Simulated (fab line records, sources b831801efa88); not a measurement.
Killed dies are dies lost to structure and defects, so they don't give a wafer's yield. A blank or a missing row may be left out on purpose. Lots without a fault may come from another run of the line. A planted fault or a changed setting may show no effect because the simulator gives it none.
fab line records | flow sky130
record lots=11 wafers=33 last_day=50
route steps=708 shown METAL2@501 VIA2@513 METAL3@534 PAD_OPEN@708
lots that met no fault: from a run of the same line without faults
start_h: hours from the record's first day to the start of the lot's first wafer shown | wait_h: hours since the lot's step before | " the same as in the row above | L1.1+2: a row that stands for several wafers | - no value, or no start given | * or withheld: withheld | < > ~ a bound
route shown NAME@n: a module of which the file shows steps, and the number in the route of the first | usual: mean/standard deviation of fault-free wafers | same: alike in all rows | chamber/n: place in a boat | sites: the reading at each site | _std_site: their standard deviation | _edge_site: outer sites' mean less inner sites' | radius_mm: how far each site lies from the wafer's centre | mask NAME#n: copy n | behind: the tool/chamber that last shaped the wafer | hold: why the lot was held/for how many hours/how that ended | device: the transistor (n, p or np) that didn't switch | end of line: the same wafers' tests at the end of the route | a step without rows: its recipe alone | killed: dies lost to structure and defects at the first sort, not the wafer's yield | map: a wafer's dies, x killed, . not, _ none there
set.NAME: the setting as run; set.NAME@STEP: as run at that earlier step | model.NAME: the simulator's own value behind a step, which no gauge read
steps of the route over a sample of lots; a table a step, a row a wafer
services: from which hour (start_h, from the record's first day; less than 0 if before it) a tool's chamber was out of use, for how many hours, and why
## steps
# step SKY_METAL2_ETCH_18
# recipe chemistry=N2/H2 target=BARC ion_energy_ev=200 bias_w=100 pressure_mtorr=30 n2_flow_sccm=100 h2_flow_sccm=200 icp_w=500 stop_on=SiO2 time_s=45.9 target_depth_a=600
# usual bias_w=100.02/0.28 drypump_motor_current_A=5.5/0.47 oes_product_au=0.855/0.0046 throttle_valve_pct=13.225/0.0085
# columns lot.wafer tool chamber start_h wait_h bias_w drypump_motor_current_A oes_product_au rf_hours_counter_h throttle_valve_pct
L207.1 rie_metal-04 0 807.80 0.0 99.90 5.0 0.854 9 13.221
L207.4 " 0 " " 100.11 5.0 0.850 - 13.236
L207.5 " 0 " " 99.99 4.9 0.852 - 13.218
L208.4 rie_metal-01 0 810.77 0.0 100.41 6.2 0.864 - 13.205
L208.5 " 1 " " 100.47 5.5 0.853 - 13.217
L208.6 " 0 " " 99.95 6.1 0.854 - 13.243
L210.2 rie_metal-01 0 830.98 0.0 99.99 6.1 0.850 10 13.219
L210.3 " 0 " " 99.79 6.2 0.855 - 13.225
L210.4 " 1 " " 99.94 5.5 0.851 - 13.232
L211.1 rie_metal-01 1 837.08 0.0 100.14 5.4 0.853 11 13.236
L211.2 " 0 " " 99.60 6.1 0.856 10 13.224
L211.6 " 1 " " 100.20 5.4 0.859 - 13.223
L213.1 rie_metal-03 0 864.15 0.0 100.19 5.1 0.859 3 13.233
L213.3 " 1 " " 100.35 6.2 0.853 - 13.231
L213.4 " 0 " " 100.06 5.1 0.854 - 13.228
L219.2 rie_metal-01 0 902.50 0.0 99.76 6.1 0.859 13 13.233
L219.3 " 1 " " 100.23 5.5 0.851 - 13.244
L219.5 " 1 " " 100.44 5.5 0.858 - 13.217
L218.1 rie_metal-04 1 905.10 0.0 99.82 5.2 0.858 14 13.209
L218.5 " 0 " " 99.89 4.9 0.845 - 13.230
L218.6 " 1 " " 99.44 5.2 0.851 - 13.234
L220.1 rie_metal-04 1 914.75 0.0 100.27 5.2 0.853 15 13.221
L220.4 " 1 " " 100.50 5.2 0.842 - 13.217
L220.6 " 0 " " 100.29 5.0 0.862 - 13.220
L226.2 rie_metal-03 1 994.63 0.0 100.32 6.2 0.854 18 13.221
L226.4 " 1 " " 100.25 6.2 0.861 - 13.229
L226.6 " 0 " " 99.81 5.2 0.849 - 13.224
L229.1 rie_metal-04 0 997.35 0.0 99.78 5.0 0.854 18 13.234
L229.2 " 1 " " 99.50 5.2 0.850 19 13.230
L229.5 " 0 " " 99.73 5.0 0.864 - 13.220
L228.1 rie_metal-04 0 1000.05 0.0 100.64 5.0 0.864 18 13.231
L228.3 " 0 " " 100.27 5.0 0.855 - 13.221
L228.5 " 0 " " 100.41 5.0 0.863 - 13.221
# step SKY_VIA2_COAT_06
# recipe resist=BARC temp_c=withheld time_s=withheld spin_rpm=3000 resist_thk_nm=60
# columns lot.wafer tool chamber start_h wait_h
L207.1+4+5 litho_track-04 0 822.11 0.1
L208.4+5+6 litho_track-03 0 825.24 0.1
L210.2+3+4 litho_track-04 0 845.29 0.1
L211.1+2+6 litho_track-02 0 851.23 0.1
L213.1+3+4 litho_track-04 0 877.96 0.1
L219.2+3+5 litho_track-04 0 916.19 0.1
L218.1+5+6 litho_track-03 0 918.31 0.1
L220.1+4+6 litho_track-02 0 928.03 0.1
L226.2+4+6 litho_track-02 0 1006.95 0.1
L229.1+2+5 litho_track-04 0 1010.56 0.1
L228.1+3+5 litho_track-04 0 1012.81 0.1
# step SKY_VIA2_ETCH_14
# recipe chemistry=N2/H2 target=BARC ion_energy_ev=200 source_w=500 bias_w=100 pressure_mtorr=30 n2_flow_sccm=100 h2_flow_sccm=200 stop_on=SiO2 time_s=45.9 target_depth_a=600
# usual bias_w=99.9/0.31 drypump_motor_current_A=5.5/0.45 oes_product_au=0.854/0.0051 throttle_valve_pct=13.225/0.0098
# columns lot.wafer tool chamber start_h wait_h bias_w drypump_motor_current_A oes_product_au rf_hours_counter_h throttle_valve_pct
L207.1 rie_diel-01 2 836.33 0.0 99.8 6.3 0.855 1 13.218
L207.4 " 1 " " 100.4 6.0 0.857 2 13.238
L207.5 " 3 " " 99.6 5.7 0.856 - 13.243
L208.4 rie_diel-04 1 838.58 0.0 99.8 4.9 0.856 10 13.241
L208.5 " 2 " " 100.1 5.8 0.852 - 13.235
L208.6 " 1 " " 99.7 4.9 0.852 - 13.216
L210.2 rie_diel-03 1 859.68 0.0 100.1 5.8 0.848 20 13.221
L210.3 " 3 " " 99.7 4.9 0.857 18 13.225
L210.4 " 2 " " 100.1 5.4 0.843 17 13.222
L211.1 rie_diel-01 2 864.68 0.0 100.1 6.3 0.860 2 13.231
L211.2 " 3 " " 99.5 5.7 0.851 7 13.229
L211.6 " 1 " " 99.7 6.0 0.846 - 13.225
L213.1 rie_diel-04 1 890.87 0.0 100.0 4.9 0.863 12 13.231
L213.3 " 0 " " 100.2 5.6 0.850 4 13.226
L213.4 " 3 " " 99.6 5.2 0.857 10 13.218
L219.2 rie_diel-04 1 929.47 0.0 100.0 4.9 0.857 13 13.221
L219.3 " 0 " " 100.1 5.6 0.853 5 13.232
L219.5 " 0 " " 99.8 5.6 0.850 - 13.227
L218.1 rie_diel-04 1 931.83 0.0 100.1 4.9 0.858 13 13.210
L218.5 " 1 " " 100.0 4.9 0.857 - 13.243
L218.6 " 2 " " 99.8 5.8 0.861 - 13.224
L220.1 rie_diel-04 1 941.72 0.0 99.2 4.9 0.855 13 13.217
L220.4 " 0 " " 100.3 5.6 0.852 - 13.220
L220.6 " 1 " " 100.3 4.9 0.848 - 13.227
L226.2 rie_diel-03 0 1019.48 0.0 99.8 6.0 0.855 14 13.222
L226.4 " 3 " " 99.4 4.9 0.854 24 13.242
L226.6 " 0 " " 99.3 6.0 0.859 - 13.228
L229.1 rie_diel-04 2 1022.23 0.0 99.8 5.8 0.840 8 13.230
L229.2 " 0 " " 99.7 5.6 0.842 8 13.234
L229.5 " 3 " " 99.8 5.2 0.838 - 13.230
L228.1 rie_diel-01 1 1024.62 0.0 99.9 6.0 0.836 8 13.225
L228.3 " 2 " " 99.8 6.3 0.836 7 13.207
L228.5 " 0 " " 99.9 4.9 0.848 - 13.223
# step SKY_VIA2_SPUTTER_20
# recipe material=TiN target_thk_nm=20 chamber_pressure_pa=5 power_w=4000 time_s=80
# usual throttle_valve_pct=30.6/1
# columns lot.wafer tool chamber start_h wait_h throttle_valve_pct
L207.1 pvd_sputter-04 - 837.08 0.0 29.7
L207.4 " - " " 29.7
L207.5 " - " " 29.4
L208.4 pvd_sputter-01 - 839.32 0.0 30.9
L208.5 " - " " 31.1
L208.6 " - " " 30.8
L210.2 pvd_sputter-04 - 860.39 0.0 32.3
L210.3 " - " " 29.6
L210.4 " - " " 30.6
L211.1 pvd_sputter-01 - 865.38 0.0 31.3
L211.2 " - " " 31.2
L211.6 " - " " 29.8
L213.1 pvd_sputter-03 - 891.57 0.0 29.7
L213.3 " - " " 31.3
L213.4 " - " " 31.9
L219.2 pvd_sputter-03 - 930.21 0.0 31.0
L219.3 " - " " 29.4
L219.5 " - " " 29.1
L218.1 pvd_sputter-03 - 932.94 0.0 31.9
L218.5 " - " " 29.5
L218.6 " - " " 31.0
L220.1 pvd_sputter-04 - 942.47 0.0 29.4
L220.4 " - " " 32.6
L220.6 " - " " 29.7
L226.2 pvd_sputter-04 - 1020.18 0.0 29.5
L226.4 " - " " 29.6
L226.6 " - " " 29.7
L229.1 pvd_sputter-01 - 1022.93 0.0 30.9
L229.2 " - " " 31.4
L229.5 " - " " 30.9
L228.1 pvd_sputter-04 - 1025.32 0.0 29.8
L228.3 " - " " 30.8
L228.5 " - " " 30.6
# step SKY_METAL3_SPUTTER_02
# recipe material=AlCu target_thk_nm=735 power_w=10600 time_s=39.1 chamber_pressure_pa=0.4
# usual throttle_valve_pct=30.3/1.1
# columns lot.wafer tool chamber start_h wait_h throttle_valve_pct
L207.1 pvd_sputter-01 - 837.79 0.0 29.9
L207.4 " - " " 31.2
L207.5 " - " " 30.9
L208.4 pvd_sputter-02 - 840.04 0.0 28.0
L208.5 " - " " 29.9
L208.6 " - " " 30.1
L210.2 pvd_sputter-02 - 861.11 0.0 31.2
L210.3 " - " " 28.0
L210.4 " - " " 29.9
L211.1 pvd_sputter-03 - 866.10 0.0 28.7
L211.2 " - " " 29.4
L211.6 " - " " 32.0
L213.1 pvd_sputter-02 - 892.29 0.0 28.3
L213.3 " - " " 31.4
L213.4 " - " " 30.0
L219.2 pvd_sputter-01 - 930.93 0.0 31.1
L219.3 " - " " 31.2
L219.5 " - " " 30.9
L218.1 pvd_sputter-02 - 933.66 0.0 29.3
L218.5 " - " " 29.9
L218.6 " - " " 27.7
L220.1 pvd_sputter-03 - 943.23 0.0 32.1
L220.4 " - " " 29.4
L220.6 " - " " 31.9
L226.2 pvd_sputter-01 - 1021.03 0.0 30.9
L226.4 " - " " 29.8
L226.6 " - " " 29.8
L229.1 pvd_sputter-02 - 1023.78 0.0 30.0
L229.2 " - " " 30.9
L229.5 " - " " 29.8
L228.1 pvd_sputter-03 - 1026.03 0.0 29.6
L228.3 " - " " 32.1
L228.5 " - " " 28.9
# step SKY_PAD_OPEN_PROBE_99
# usual defect_limited_yield=82.6/1.9 killed_at_M0_to_M3=43/7.3 killed_at_M4_up=3.0/2 killed_at_contacts=24/5.2 killed_at_front_end=15/4.4 killed_at_other=0.2/0.48 killed_dies=86/9.1 killed_open=47/7.3 killed_short=38/6.4 sort_bin_3_pad_short=0.8/0.38 sort_bin_5_function=10.5/1.4 sort_bin_6_memory=6.1/1.1 sort_n_pass=406/9.1 sort_yield_pct=82.6/1.9
# same gross_dies=492 killed_at_back_side=0 sort_bin_4_leakage[%]=0 sort_bin_8_speed[%]=0
# columns lot.wafer tool chamber start_h wait_h defect_limited_yield[%] killed_at_M0_to_M3 killed_at_M4_up killed_at_contacts killed_at_front_end killed_at_other killed_dies killed_open killed_short sort_bin_3_pad_short[%] sort_bin_5_function[%] sort_bin_6_memory[%] sort_n_pass sort_yield_pct[%]
L210.2 prober-01 - 1083.89 0.1 82.9 48 3 26 7 0 84 47 37 1.0 10.8 5.3 408 82.9
L210.3 prober-01 - 1083.94 0.2 83.7 48 2 24 6 0 80 42 38 1.0 9.1 6.1 412 83.7
L210.4 prober-01 - 1083.99 0.2 86.8 29 1 24 11 0 65 34 31 0 7.1 6.1 427 86.8
L229.1 prober-02 - 1206.81 0.1 82.5 43 2 26 15 0 86 53 33 1.2 8.9 7.3 406 82.5
L229.2 prober-02 - 1206.86 0.1 83.1 47 6 20 10 0 83 47 36 0.8 10.4 5.7 409 83.1
L229.5 prober-02 - 1207.01 0.2 84.3 38 0 23 16 0 77 39 37 1.0 9.1 5.5 415 84.3
L228.1 prober-01 - 1207.68 0.1 82.9 42 5 26 11 0 84 47 37 0.4 9.8 6.9 408 82.9
L228.3 prober-01 - 1207.78 0.2 79.1 46 4 30 23 0 103 62 41 0.6 12.0 8.3 389 79.1
L228.5 prober-01 - 1207.88 0.2 82.1 47 3 26 12 0 88 37 50 1.8 10.0 6.1 404 82.1
# killed by level:class
L210.2 VIA1:geometric_particle:open=12 CONTACT:geometric_particle:open=7 LI_CONTACT:geometric_particle:open=7 VIA2:geometric_particle:open=7 METAL1:geometric_particle:short=6 CONTACT:geometric_particle:short=5 VIA3:geometric_particle:short=5 METAL2:geometric_particle:short=5
L210.3 VIA1:geometric_particle:open=12 VIA3:geometric_particle:open=8 VIA1:geometric_particle:short=7 LOCAL_INTERCONNECT:geometric_particle:short=6 METAL1:geometric_particle:short=6 VIA2:geometric_particle:open=6 LI_CONTACT:geometric_particle:short=5 CONTACT:geometric_particle:open=5
L210.4 CONTACT:geometric_particle:open=11 LI_CONTACT:geometric_particle:open=6 VIA1:geometric_particle:open=5 METAL1:geometric_particle:short=4 METAL3:geometric_particle:short=4 FIELD_ISO:geometric_particle:open=3 FIELD_ISO:geometric_particle:short=3 LI_CONTACT:geometric_particle:short=3
L229.1 LI_CONTACT:geometric_particle:open=11 VIA3:geometric_particle:open=10 METAL2:geometric_particle:short=9 VIA1:geometric_particle:open=7 FIELD_ISO:geometric_particle:open=6 CONTACT:geometric_particle:open=6 CONTACT:geometric_particle:short=5 VIA1:geometric_particle:short=4
L229.2 VIA1:geometric_particle:open=13 METAL2:geometric_particle:short=10 LI_CONTACT:geometric_particle:open=6 CONTACT:geometric_particle:open=6 METAL2:geometric_particle:open=4 VIA3:geometric_particle:open=4 FIELD_ISO:geometric_particle:short=3 POLY_GATE:geometric_particle:open=3
L229.5 VIA1:geometric_particle:open=10 METAL2:geometric_particle:short=8 FIELD_ISO:geometric_particle:open=7 CONTACT:geometric_particle:open=7 CONTACT:geometric_particle:short=5 LI_CONTACT:geometric_particle:open=4 METAL1:geometric_particle:short=4 VIA2:geometric_particle:open=4
L228.1 VIA1:geometric_particle:open=11 CONTACT:geometric_particle:open=10 VIA2:geometric_particle:open=7 LOCAL_INTERCONNECT:geometric_particle:short=6 LI_CONTACT:geometric_particle:open=5 VIA1:geometric_particle:short=5 FIELD_ISO:geometric_particle:short=4 FIELD_ISO:geometric_particle:open=4
L228.3 CONTACT:geometric_particle:open=10 LI_CONTACT:geometric_particle:open=9 VIA3:geometric_particle:open=9 VIA1:geometric_particle:open=7 POLY_GATE:geometric_particle:short=6 CONTACT:geometric_particle:short=6 VIA2:geometric_particle:open=6 FIELD_ISO:geometric_particle:open=5
L228.5 VIA1:geometric_particle:short=9 VIA3:geometric_particle:open=9 CONTACT:geometric_particle:open=8 LI_CONTACT:geometric_particle:short=6 LOCAL_INTERCONNECT:geometric_particle:short=6 VIA1:geometric_particle:open=6 VIA2:geometric_particle:open=6 FIELD_ISO:geometric_particle:short=5
## services
# columns tool chamber start_h hours kind
pvd_sputter-02 - 807.03 6.9 repair
rie_metal-01 0 816.00 6.2 repair
rie_metal-04 1 827.84 1.5 repair
rie_diel-01 0 831.11 1.8 repair
pvd_sputter-03 - 839.46 1.6 repair
pvd_sputter-04 - 847.50 3.9 repair
pvd_sputter-04 - 849.71 3.3 repair
rie_diel-04 3 857.93 5.8 repair
pvd_sputter-04 - 869.93 10.5 repair
rie_diel-01 3 870.69 12.8 repair
rie_diel-04 - 885.17 0.2 repair
rie_metal-04 - 891.06 0.9 repair
rie_diel-01 3 891.60 17.1 repair
pvd_sputter-02 - 917.59 2.4 repair
rie_diel-04 0 921.37 3.0 repair
rie_diel-04 2 925.24 4.4 repair
pvd_sputter-04 - 929.95 3.3 repair
pvd_sputter-01 - 932.81 21.8 repair
rie_diel-04 2 935.78 6.1 repair
rie_metal-04 1 937.84 4.0 repair
pvd_sputter-01 - 939.83 9.2 repair
rie_metal-04 - 943.20 1.4 pm
rie_diel-04 3 944.63 1.8 repair
pvd_sputter-02 - 1020.58 1.4 repair
## key
first_sign step=SKY_VIA2_ETCH_14 reading=oes_product_au direction=down sigmas=2.7 usual=0.854 struck=0.840
effect none on later readings
met_at SKY_VIA2_COAT_06
struck_lots L228,L229
not_acting_at SKY_METAL2_ETCH_18,SKY_VIA2_SPUTTER_20,SKY_METAL3_SPUTTER_02
onset_between 916.19 1010.56
also_fits time
fault kind=process_parameter_drift tool=litho_track-04 chamber=- onset_h=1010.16 steps=SKY_VIA2_COAT_06 channel=resist_thk_nm offset=-1.4825 shape=step end_h=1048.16 acts_in=these_recipes_only stated=60
